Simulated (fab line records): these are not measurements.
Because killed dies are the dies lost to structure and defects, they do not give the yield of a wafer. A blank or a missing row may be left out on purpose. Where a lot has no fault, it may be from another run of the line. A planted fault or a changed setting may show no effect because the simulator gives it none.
Matching of chambers :: flow sfq line :: SFQ_TRILAYER_I0_CMP_CMP_028 on cmp-02: 4 sister chambers
The step polishes SiO2. 4 wafers are shown with their chamber, then 7 later ones without.

== WAFERS, EACH WITH ITS CHAMBER ==
wafer: L623.3
chamber: 0
motor current A (A): 9.4

wafer: L624.2
chamber: 3
motor current A (A): 11.4

wafer: L624.5
chamber: 2
motor current A (A): 10.2

wafer: L625.1
chamber: 1
motor current A (A): 8.9

== WAFERS MISSING THEIR CHAMBER ==
wafer: L625.2
motor current A (A): 10.1

wafer: L625.6
motor current A (A): 9.7

wafer: L626.3
motor current A (A): 9.5

wafer: L626.4
motor current A (A): 10.4

wafer: L626.5
motor current A (A): 11.4

wafer: L638.3
motor current A (A): 8.5

wafer: L638.5
motor current A (A): 9.3

== WHICH CHAMBER EACH WENT THROUGH ==
wafer: L625.2
from the rows above: 2
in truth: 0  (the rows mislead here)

wafer: L625.6
from the rows above: can't be placed: 0 or 2
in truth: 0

wafer: L626.3
from the rows above: 0
in truth: 0

wafer: L626.4
from the rows above: 2
in truth: 2

wafer: L626.5
from the rows above: 3
in truth: 3

wafer: L638.3
from the rows above: 1
in truth: 1

wafer: L638.5
from the rows above: can't be placed: 0 or 1
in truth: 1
Correct placement for 4 of the 7. Unplaceable from these rows: 2, with the true chamber sitting among the candidates in 2. 1 placed wrongly.
How it was worked out, from the rows above alone: a wafer's distance from a chamber is the root of the sum, over the readings, of the square of ((its reading less the chamber's mean) divided by the reading's scatter). The wafer belongs to the nearest chamber; if the next one is less than 2 further off, it can't be placed. A chamber's mean is the mean of its shown wafers. The scatter (one wafer shown for each chamber): square how far every hidden wafer sits from the nearest shown wafer, average those squares and take the square root.
